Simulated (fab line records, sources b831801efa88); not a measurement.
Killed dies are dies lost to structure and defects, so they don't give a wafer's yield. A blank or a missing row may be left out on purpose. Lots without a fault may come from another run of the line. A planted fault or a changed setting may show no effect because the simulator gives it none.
One fault seen from 2 desks | flow gf180mcu | each desk has only its own numbers; what lay behind them comes last

THE TOOL OWNER'S DESK: krf_scanner-02
The tool's own readings at GF_M3_EXPOSE_11 (exposes mask Metal3, target cd 280 nm): means of the sampled wafers that have a number, for each lot that ran on this tool. A lot is out of limits, marked OUT, if its mean lies more than 4 standard deviations from the usual mean; the brackets give that distance.
Columns: A = reticle_temp_C at GF_M3_EXPOSE_11, usual 23.00 C
lot  | first seen here | A
L293 | day 20 15:25    | 23.09
L295 | day 21 14:33    | 23.07
L297 | day 22 07:54    | 23.07
L299 | day 23 02:24    | 23.05
L300 | day 23 08:55    | 23.01
L308 | day 26 08:02    | 22.91
L309 | day 26 10:04    | 22.98
This desk's finding: nothing out of limits on any of the 7 lots.

THE METROLOGY DESK
What the gauges read, lot by lot, whatever tool the lot ran on: means of the sampled wafers that have a number. A lot is out of limits, marked OUT, if its mean lies more than 4 standard deviations from the usual mean; the brackets give that distance.
Columns: A = cd_nm at GF_M3_CD_MEAS_14, usual 280.2 nm
lot  | first seen here | A
L293 | day 21 03:39    | 280.0
L294 | day 21 14:38    | 280.2
L295 | day 22 02:29    | 281.4
L296 | day 22 06:43    | 278.9
L297 | day 22 18:29    | 281.6
L298 | day 23 04:50    | 280.8
L299 | day 23 13:31    | 280.8
L300 | day 23 19:38    | 279.4
L308 | day 26 18:05    | 272.1 (-6.2) OUT
L309 | day 26 19:29    | 275.1
L310 | day 27 08:17    | 279.5
L312 | day 28 04:40    | 279.8
L316 | day 28 23:32    | 278.2
This desk's finding: out of limits on L308; first on L308, day 26 18:05 (cd_nm at GF_M3_CD_MEAS_14). In limits: L293, L294, L295, L296, L297, L298, L299, L300, L309, L310, L312, L316.

PUT TOGETHER
The metrology desk could have raised an alarm at day 26 18:05, on L308.
The tool owner's desk saw nothing out of limits.
The tool owner's desk has L308 on record, within its limits.
Of the lots named, all ran GF_M3_EXPOSE_11 on krf_scanner-02.

WHAT THE SIMULATOR HAD PUT IN
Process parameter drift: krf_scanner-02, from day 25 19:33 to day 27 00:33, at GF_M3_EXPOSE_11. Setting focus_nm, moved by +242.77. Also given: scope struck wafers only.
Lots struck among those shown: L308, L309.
Hours from the fault's start to each desk's first reading out of limits: the metrology desk, 23.
